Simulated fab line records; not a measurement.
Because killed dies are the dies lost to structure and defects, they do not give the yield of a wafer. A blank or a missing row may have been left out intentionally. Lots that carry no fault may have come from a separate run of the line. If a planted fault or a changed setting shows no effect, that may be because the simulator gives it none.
One fault seen from 2 desks / flow gf180mcu / numbers are kept per desk, each desk with only its own; the story behind them comes last

## AT THE TOOL OWNER'S DESK: iline stepper-02
The tool's own readings at GF_PASSIVATION_EXPOSE_08 (exposes mask Pad, target cd 40000 nm): means of the sampled wafers that have a number, for each lot that ran on this tool. Marked OUT: a lot whose mean sits more than 4 standard deviations from the usual mean, which makes it out of limits; the brackets give that distance.
Columns: A = exposure dose mJ cm2 at GF_PASSIVATION_EXPOSE_08, usual 310.0; B = focus offset nm at GF_PASSIVATION_EXPOSE_08, usual 0.0 nm; C = reticle temp C at GF_PASSIVATION_EXPOSE_08, usual 22.99 C
lot=L881; first seen here=day 29 01:58; A=309.7; B=-0.4; C=22.97
lot=L883; first seen here=day 29 16:12; A=310.1; B=-0.1; C=22.90
lot=L885; first seen here=day 30 05:26; A=310.0; B=0.1; C=22.95
lot=L898; first seen here=day 34 07:10; A=309.8; B=-0.2; C=22.96
This desk's verdict: no lot among the 4 shows anything out of limits.

## METROLOGY DESK
Lot by lot, what the gauges showed, no matter which tool ran the lot: averages of those sampled wafers that carry a number. Marked OUT: a lot whose mean sits more than 4 standard deviations from the usual mean, which makes it out of limits; the brackets give that distance.
Columns: A = M3_ALCU_RS at GF_M3_RS_MEAS_05, usual 0.0696 ohm/sq; B = V3_CVD_00_THK at GF_V3_THK_MEAS_01, usual 598 nm; C = V3_BOW at GF_V3_BOW_MEAS_05, usual 116 um
lot=L880; first seen here=day 20 10:19; A=0.0701; B=598; C=117
lot=L881; first seen here=day 20 20:08; A=0.0691; B=596; C=107
lot=L883; first seen here=day 21 12:26; A=0.0694; B=605; C=116
lot=L885; first seen here=day 22 07:28; A=0.0693; B=605; C=107
lot=L886; first seen here=day 22 17:21; A=0.0696; B=598; C=122
lot=L887; first seen here=day 23 04:40; A=0.0699; B=599; C=107
lot=L890; first seen here=day 24 09:21; A=0.0689; B=587; C=104
lot=L892; first seen here=day 24 16:17; A=0.0692; B=599; C=117
lot=L893; first seen here=day 24 22:16; A=0.0694; B=594; C=117
lot=L894; first seen here=day 25 11:06; A=0.0689; B=600; C=117
lot=L895; first seen here=day 25 18:20; A=0.0702; B=591; C=113
lot=L898; first seen here=day 27 11:21; A=0.0695; B=592; C=120
lot=L901; first seen here=day 27 17:00; A=0.0699; B=605; C=125
lot=L903; first seen here=day 28 10:43; A=0.0689; B=599; C=105
This desk's verdict: no lot among the 14 shows anything out of limits.

## TAKEN TOGETHER
Nothing out of limits was seen by the tool owner's desk.
From the metrology desk's view, nothing was out of limits.

## WHAT THE SIMULATOR HAD INSERTED
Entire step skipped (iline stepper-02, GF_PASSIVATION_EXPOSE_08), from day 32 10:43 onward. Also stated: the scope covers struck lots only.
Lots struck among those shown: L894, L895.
